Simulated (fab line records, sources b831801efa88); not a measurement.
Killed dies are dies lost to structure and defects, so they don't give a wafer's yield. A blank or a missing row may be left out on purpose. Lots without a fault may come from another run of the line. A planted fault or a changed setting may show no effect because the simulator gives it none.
fab line records | flow gf180mcu
record lots=6 wafers=18 last_day=34
route steps=602 shown V2@396
lots that met no fault: from a run of the same line without faults
start_h: hours from the record's first day to the start of the lot's first wafer shown | wait_h: hours since the lot's step before | " the same as in the row above | L1.1+2: a row that stands for several wafers | - no value, or no start given | * or withheld: withheld | < > ~ a bound
route shown NAME@n: a module of which the file shows steps, and the number in the route of the first | usual: mean/standard deviation of fault-free wafers | same: alike in all rows | chamber/n: place in a boat | sites: the reading at each site | _std_site: their standard deviation | _edge_site: outer sites' mean less inner sites' | radius_mm: how far each site lies from the wafer's centre | mask NAME#n: copy n | behind: the tool/chamber that last shaped the wafer | hold: why the lot was held/for how many hours/how that ended | device: the transistor (n, p or np) that didn't switch | end of line: the same wafers' tests at the end of the route | a step without rows: its recipe alone | killed: dies lost to structure and defects at the first sort, not the wafer's yield | map: a wafer's dies, x killed, . not, _ none there
set.NAME: the setting as run; set.NAME@STEP: as run at that earlier step | model.NAME: the simulator's own value behind a step, which no gauge read
lots at some steps of the route; a table a step, a row a wafer
services: from which hour (start_h, from the record's first day; less than 0 if before it) a tool's chamber was out of use, for how many hours, and why
## steps
# step GF_V2_CD_MEAS_14
# recipe target_cd_nm=260
# usual cd_nm=259.6/1.1
# columns lot.wafer tool chamber start_h wait_h cd_nm
L439.2 cd_sem-01 - 507.20 0.1 259.2
L439.3 " - " " 259.2
L439.5 " - " " 260.6
L440.2 cd_sem-01 - 515.50 0.1 261.0
L440.3 " - " " 260.2
L440.5 " - " " 259.3
L448.3 cd_sem-02 - 590.12 0.1 259.0
L448.4 " - " " 258.9
L448.6 " - " " 259.6
L449.1 cd_sem-01 - 592.94 0.1 258.9
L449.4 " - " " 259.6
L449.6 " - " " 259.3
L454.1 cd_sem-02 - 628.40 0.1 260.2
L454.3 " - " " 259.4
L454.5 " - " " 259.7
L455.2 cd_sem-02 - 633.05 0.1 260.1
L455.4 " - " " 260.6
L455.5 " - " " 259.8
# step GF_V2_OVL_MEAS_15
# usual V2_OVL=5/6.3
# columns lot.wafer tool chamber start_h wait_h V2_OVL[nm]
L439.2 overlay-02 - 507.30 0.1 8
L439.3 " - " " 16
L439.5 " - " " 19
L440.2 overlay-02 - 515.60 0.1 12
L440.3 " - " " 9
L440.5 " - " " 1
L448.3 overlay-02 - 590.21 0.1 11
L448.4 " - " " 16
L448.6 " - " " 20
L449.1 overlay-02 - 593.06 0.1 8
L449.4 " - " " 0
L449.6 " - " " -2
L454.1 overlay-01 - 628.52 0.1 -5
L454.3 " - " " -8
L454.5 " - " " -7
L455.2 overlay-02 - 633.15 0.1 12
L455.4 " - " " 12
L455.5 " - " " 11
# step GF_V2_ETCH_16
# recipe chemistry=N2/H2 target_depth_a=withheld overetch_a=withheld time_s=withheld target=BARC ion_energy_ev=200 source_w=500 bias_w=100 pressure_mtorr=30 n2_flow_sccm=100 h2_flow_sccm=200
# usual drypump_motor_current_A=5.7/0.45 n2_flow_sccm=100.0/0.3 oes_product_au=0.855/0.0043 throttle_valve_pct=13.225/0.0083
# columns lot.wafer tool chamber start_h wait_h drypump_motor_current_A n2_flow_sccm oes_product_au throttle_valve_pct
L439.2 rie_diel-04 3 507.33 0.0 5.9 99.8 0.848 13.232
L439.3 " 2 " " 5.9 100.1 0.856 13.228
L439.5 " 1 " " 5.2 100.2 0.859 13.240
L440.2 rie_diel-04 1 515.63 0.0 5.1 99.7 0.860 13.227
L440.3 " 3 " " 6.0 100.0 0.856 13.238
L440.5 " 3 " " 6.0 99.8 0.857 13.228
L448.3 rie_diel-03 0 590.23 0.0 6.1 99.6 0.857 13.232
L448.4 " 3 " " 5.3 99.3 0.850 13.214
L448.6 " 0 " " 6.1 99.7 0.852 13.230
L449.1 rie_diel-04 0 593.09 0.0 5.6 100.1 0.856 13.245
L449.4 " 2 " " 5.9 100.0 0.851 13.233
L449.6 " 2 " " 5.9 99.7 0.850 13.224
L454.1 rie_diel-03 2 628.56 0.0 6.2 100.3 0.854 13.218
L454.3 " 3 " " 5.3 100.3 0.858 13.227
L454.5 " 2 " " 6.2 100.2 0.851 13.236
L455.2 rie_diel-03 1 633.18 0.0 5.5 100.1 0.851 13.235
L455.4 " 0 " " 6.1 100.0 0.857 13.225
L455.5 " 2 " " 6.2 99.9 0.857 13.224
# step GF_V2_ETCH_17
# recipe chemistry=C4F8/O2/Ar mask_material=KrF target=SiO2 stop_on=TiN source_w=1500 bias_w=1200 pressure_mtorr=40 c4f8_flow_sccm=withheld O2_flow_sccm=6 Ar_flow_sccm=300 time_s=withheld target_depth_a=6300
# usual oes_product_au=0.856/0.0043
# columns lot.wafer tool chamber start_h wait_h oes_product_au
L439.2 rie_diel-04 3 - - 0.852
L439.3 " 2 " " 0.850
L439.5 " 1 " " 0.861
L440.2 rie_diel-04 1 - - 0.856
L440.3 " 3 " " 0.848
L440.5 " 3 " " 0.850
L448.3 rie_diel-03 0 - - 0.861
L448.4 " 3 " " 0.860
L448.6 " 0 " " 0.852
L449.1 rie_diel-04 0 - - 0.851
L449.4 " 2 " " 0.859
L449.6 " 2 " " 0.852
L454.1 rie_diel-03 2 - - 0.847
L454.3 " 3 " " 0.853
L454.5 " 2 " " 0.856
L455.2 rie_diel-03 1 - - 0.851
L455.4 " 0 " " 0.867
L455.5 " 2 " " 0.855
# step GF_V2_STRIP_18
# recipe chemistry=O2/N2 power_w=1400 pressure_mtorr=1500 platen_temp_c=250 o2_flow_sccm=3000 n2_flow_sccm=300 overash_fraction=0.5
# usual drypump_motor_current_A=5.6/0.35 heater_power_w=334/39 n2_flow_sccm=300.1/0.94 oes_product_au=0.594/0.005
# same overash_fraction=0.5
# columns lot.wafer tool chamber start_h wait_h drypump_motor_current_A heater_power_w n2_flow_sccm oes_product_au rf_hours_counter_h
L439.2 plasma_asher-03 0 507.46 - 5.5 307 298.2 0.588 7
L439.3 " 1 " " 5.5 337 300.4 0.597 -
L439.5 " 1 " " 5.5 346 300.7 0.598 -
L440.2 plasma_asher-03 1 515.76 - 5.5 348 301.4 0.599 8
L440.3 " 0 " " 5.5 302 298.8 0.604 -
L440.5 " 0 " " 5.5 310 301.1 0.580 -
L448.3 plasma_asher-04 0 590.39 - 6.6 381 299.6 0.592 -
L448.4 " 1 " " 5.5 292 299.8 0.597 -
L448.6 " 0 " " 6.6 388 302.0 0.594 -
L449.1 plasma_asher-03 1 593.22 - 5.5 354 300.7 0.589 17
L449.4 " 0 " " 5.5 304 299.0 0.598 -
L449.6 " 0 " " 5.5 301 300.7 0.600 -
L454.1 plasma_asher-02 1 628.69 - 5.6 294 300.8 0.592 58
L454.3 " 1 " " 5.6 297 300.0 0.591 -
L454.5 " 0 " " 5.3 399 299.9 0.596 -
L455.2 plasma_asher-03 1 633.31 - 5.5 346 299.6 0.590 21
L455.4 " 0 " " 5.5 300 298.6 0.595 -
L455.5 " 1 " " 5.5 345 299.9 0.596 -
# step GF_V2_STRIP_19
# recipe chemistry=post_etch_residue_remover time_s=1200 temp_c=72.5
# step GF_V2_CLEAN_20
# recipe chemistry=DIW dry=n2_spin
# step GF_V2_SPUTTER_21
# recipe material=Ti target_thk_nm=15 chamber_pressure_pa=5 power_w=2500 substrate_temp_c=200 time_s=80.02
# usual substrate_temp_c=200.00/0.16 throttle_valve_pct=29.9/0.74
# columns lot.wafer tool chamber start_h wait_h substrate_temp_c throttle_valve_pct
L439.2 pvd_sputter-02 - 508.00 0.0 199.89 28.4
L439.3 " - " " 199.90 30.6
L439.5 " - " " 200.01 28.7
L440.2 pvd_sputter-02 - 516.30 0.0 199.98 28.9
L440.3 " - " " 200.09 29.6
L440.5 " - " " 200.12 30.7
L448.3 pvd_sputter-03 - 590.89 0.0 200.08 30.1
L448.4 " - " " 199.74 30.9
L448.6 " - " " 199.99 30.6
L449.1 pvd_sputter-02 - 593.75 0.0 199.70 28.6
L449.4 " - " " 199.94 29.6
L449.6 " - " " 200.35 29.7
L454.1 pvd_sputter-03 - 629.22 0.0 199.88 30.7
L454.3 " - " " 199.94 30.1
L454.5 " - " " 199.83 30.5
L455.2 pvd_sputter-04 - 633.84 0.0 199.68 29.5
L455.4 " - " " 200.18 29.4
L455.5 " - " " 199.78 29.4
# step GF_V2_SPUTTER_22
# recipe material=TiN target_thk_nm=10 chamber_pressure_pa=5 power_w=4000 time_s=40
# usual throttle_valve_pct=29.9/0.74
# columns lot.wafer tool chamber start_h wait_h throttle_valve_pct
L439.2 pvd_sputter-02 - 508.06 0.0 28.5
L439.3 " - " " 30.8
L439.5 " - " " 28.5
L440.2 pvd_sputter-02 - 516.36 0.0 28.8
L440.3 " - " " 29.5
L440.5 " - " " 30.7
L448.3 pvd_sputter-03 - 590.96 0.0 30.0
L448.4 " - " " 31.0
L448.6 " - " " 30.5
L449.1 pvd_sputter-02 - 593.82 0.0 28.6
L449.4 " - " " 29.5
L449.6 " - " " 29.6
L454.1 pvd_sputter-03 - 629.28 0.0 31.0
L454.3 " - " " 30.0
L454.5 " - " " 30.4
L455.2 pvd_sputter-04 - 633.91 0.0 29.5
L455.4 " - " " 29.7
L455.5 " - " " 29.5
# step GF_V2_CVD_23
# recipe material=W target_thk_nm=350 time_s=104.94 temp_c=400 pressure_torr=40
# step GF_V2_RS_MEAS_24
# recipe thk_meas_gauge=four-point-probe reads=W_of_V2_CVD_23+TiN_of_V2_SPUTTER_22+Ti_of_V2_SPUTTER_21
# usual V2_W_RS=0.327/0.0038
# columns lot.wafer tool chamber start_h wait_h V2_W_RS[ohm/sq]
L439.2 film_metro-03 - 508.23 0.1 0.322
L439.3 " - " " 0.328
L439.5 " - " " 0.331
L440.2 film_metro-04 - 516.53 0.1 0.330
L440.3 " - " " 0.330
L440.5 " - " " 0.334
L448.3 film_metro-04 - 591.15 0.1 0.328
L448.4 " - " " 0.332
L448.6 " - " " 0.331
L449.1 film_metro-01 - 593.97 0.1 0.329
L449.4 " - " " 0.327
L449.6 " - " " 0.326
L454.1 film_metro-03 - 629.43 0.1 0.330
L454.3 " - " " 0.331
L454.5 " - " " 0.330
L455.2 film_metro-04 - 634.08 0.1 0.328
L455.4 " - " " 0.333
L455.5 " - " " 0.329
# step GF_V2_THK_MEAS_25
# recipe thk_meas_gauge=xrf reads=W_of_V2_CVD_23
# usual V2_W_THK=357/5.6
# columns lot.wafer tool chamber start_h wait_h V2_W_THK[nm]
L439.2 film_metro-03 - 508.34 0.1 366
L439.3 " - " " 356
L439.5 " - " " 354
L440.2 film_metro-04 - 516.64 0.1 352
L440.3 " - " " 353
L440.5 " - " " 348
L448.3 film_metro-04 - 591.25 0.1 350
L448.4 " - " " 346
L448.6 " - " " 345
L449.1 film_metro-01 - 594.09 0.1 353
L449.4 " - " " 360
L449.6 " - " " 359
L454.1 film_metro-03 - 629.55 0.1 358
L454.3 " - " " 354
L454.5 " - " " 361
L455.2 film_metro-04 - 634.19 0.1 351
L455.4 " - " " 345
L455.5 " - " " 348
# step GF_V2_CMP_26
# recipe stop_on=SiO2 down_force_psi=3.5 platen_rpm=60 t_overpolish_s=15 target_thk_nm=0 pad_velocity_m_s=0.94248
# usual edge_zone_pressure_frac=0.999/0.0048 head_pressure_psi=3.500/0.0076 motor_current_A=10.3/1 overpolish_run_s=15.000/0.0093 time_to_endpoint_s=85/4.9
# columns lot.wafer tool chamber start_h wait_h edge_zone_pressure_frac head_pressure_psi motor_current_A overpolish_run_s time_to_endpoint_s model.W_of_V2_CVD_23.thk_nm model.SiO2_of_V2_CVD_02.thk_nm
L439.2 cmp-01 0 508.39 0.0 1.006 3.495 10.6 15.009 88 0 629.6
L439.3 " 3 " " 1.001 3.501 8.7 14.999 82 0 627
L439.5 " 1 " " 1.002 3.497 9.1 15.004 90 0 627.2
L440.2 cmp-02 2 516.79 0.1 0.999 3.481 11.0 14.996 86 0 629.5
L440.3 " 3 " " 1.006 3.482 11.5 15.028 88 0 627.8
L440.5 " 0 " " 1.002 3.483 11.3 14.999 79 0 629.4
L448.3 cmp-01 3 591.34 0.1 - - - - - 349.7 631.9
L448.4 " 0 " " - - - - - 345.5 632.7
L448.6 " 2 " " - - - - - 345.4 629.8
L449.1 cmp-01 2 594.15 0.1 - - - - - 347.9 629.8
L449.4 " 1 " " - - - - - 351.2 632
L449.6 " 2 " " - - - - - 352 633.5
L454.1 cmp-01 0 629.66 0.1 1.005 3.493 11.4 14.987 86 0 629.1
L454.3 " 2 " " 0.994 3.487 10.3 14.997 93 0 628.5
L454.5 " 0 " " 1.002 3.493 11.4 15.009 87 0 628.4
L455.2 cmp-01 1 634.29 0.1 0.998 3.504 9.5 14.995 83 0 627.9
L455.4 " 2 " " 0.994 3.505 10.3 14.997 86 0 630.9
L455.5 " 0 " " 0.993 3.496 10.6 15.003 84 0 630.6
## services
# columns tool chamber start_h hours kind
rie_diel-03 3 483.94 6.1 repair
rie_diel-03 2 490.07 - clean
rie_diel-03 2 490.07 15.9 scheduled_down
rie_diel-03 2 490.07 15.9 vent_cycle
plasma_asher-03 - 500.08 6.3 repair
pvd_sputter-02 - 501.46 1.7 repair
rie_diel-04 0 501.70 25.6 repair
rie_diel-03 - 502.07 0.3 repair
cmp-01 - 507.68 0.6 repair
plasma_asher-03 - 508.72 0.9 repair
cmp-02 - 517.38 9.5 pm
rie_diel-03 2 546.30 4.9 repair
plasma_asher-04 - 547.50 13.7 repair
plasma_asher-03 - 565.17 0.3 repair
cmp-02 - 570.45 2.2 repair
rie_diel-04 0 572.17 3.1 repair
cmp-02 - 572.69 4.0 pm
rie_diel-04 2 576.96 14.7 repair
cmp-01 - 585.91 2.3 repair
rie_diel-04 - 589.68 0.9 repair
pvd_sputter-04 - 593.23 0.8 repair
rie_diel-03 3 595.80 11.5 repair
pvd_sputter-02 - 601.38 4.2 repair
rie_diel-04 2 603.08 2.4 repair
## key
first_sign step=GF_V2_CMP_26 reading=tool_record direction=missing
effect none on later readings
model_effect step=GF_V2_CMP_26 value=W_of_V2_CVD_23.thk_nm without=0 struck=348.6
met_at GF_V2_CMP_26
struck_wafers L448.3,L448.4,L448.6,L449.1,L449.4,L449.6
later_rows_left_out L448.3,L448.4,L448.6,L449.1,L449.4,L449.6
sort_left_out L448.3,L448.4,L448.6,L449.1,L449.4,L449.6
onset_between 508.39 591.34
fault kind=skipped_step_whole tool=cmp-01 chamber=- onset_h=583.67 steps=GF_V2_CMP_26 scope=struck_lots_only
# sort_left_out: the simulated sort isn't trusted on such a fault, so these wafers' sort isn't shown, and their yield isn't known
# later_rows_left_out: the simulator's readings of these wafers behind a module that went badly wrong aren't trusted and aren't shown, but for the sort
